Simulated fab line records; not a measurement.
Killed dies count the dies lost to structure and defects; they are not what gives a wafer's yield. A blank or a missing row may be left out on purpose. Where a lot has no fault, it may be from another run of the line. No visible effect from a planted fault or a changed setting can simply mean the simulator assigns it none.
2 desks looking at one fault :: flow gf180mcu :: numbers are kept per desk, each desk with only its own; the story behind them comes last

== TOOL OWNER'S DESK, cmp-02 ==
The tool's own readings at GF_V3_CMP_04 (polishes SiO2): means of the sampled wafers that have a number, for each lot that ran on this tool. Any lot whose mean is over 4 standard deviations away from the usual mean is out of limits and marked OUT; that distance is given in the brackets.
Columns: A = motor-current-A at GF_V3_CMP_04, usual 12.1 A; B = time-to-endpoint-s at GF_V3_CMP_04, usual 77 s
lot: L378
first seen here: day 22 12:23
A: 11.7
B: 86

lot: L382
first seen here: day 23 21:08
A: 10.7
B: 63

lot: L395
first seen here: day 28 04:26
A: 12.5
B: 81

lot: L398
first seen here: day 28 21:36
A: 11.7
B: 76
Finding of this desk: none of the 4 lots has anything out of limits.

== THE METROLOGY DESK ==
What the gauges read for every lot (on any tool): the sampled wafers with a number, averaged. Any lot whose mean is over 4 standard deviations away from the usual mean is out of limits and marked OUT; that distance is given in the brackets. Shown here are 7 of its 9 readings, the ones lying furthest out on some lot.
Columns: A = cd-nm at GF_M3_CD_MEAS_14, usual 280.2 nm; B = M3_OVL at GF_M3_OVL_MEAS_15, usual 3 nm; C = V3_CVD_00_THK at GF_V3_THK_MEAS_01, usual 601 nm; D = V3_CVD_02_THK at GF_V3_THK_MEAS_03, usual 849 nm; E = cd-nm at GF_V3_CD_MEAS_14, usual 259.8 nm; F = V3_W_RS at GF_V3_RS_MEAS_24, usual 0.325 ohm/sq; G = V3_W_THK at GF_V3_THK_MEAS_25, usual 358 nm
lot: L378
first seen here: day 22 11:13
A: 281.8
B: 17
C: 600
D: 860
E: 260.4
F: 0.323
G: 360

lot: L382
first seen here: day 23 20:05
A: 280.0
B: 7
C: 604
D: 852
E: 261.6
F: 0.326
G: 357

lot: L394
first seen here: day 27 20:07
A: 280.5
B: 5
C: 594
D: 842
E: 260.8
F: 0.330
G: 356

lot: L395
first seen here: day 28 03:22
A: 281.7
B: 11
C: 598
D: 862
E: 261.2
F: 0.326
G: 355

lot: L398
first seen here: day 28 20:22
A: 282.6
B: 3
C: 597
D: 846
E: 258.1
F: 0.316
G: 366
Finding of this desk: none of the 5 lots has anything out of limits.

== PUT TOGETHER ==
Nothing out of limits was seen by the tool owner's desk.
From the metrology desk's view, nothing was out of limits.

== WHAT WAS PUT IN BY THE SIMULATOR ==
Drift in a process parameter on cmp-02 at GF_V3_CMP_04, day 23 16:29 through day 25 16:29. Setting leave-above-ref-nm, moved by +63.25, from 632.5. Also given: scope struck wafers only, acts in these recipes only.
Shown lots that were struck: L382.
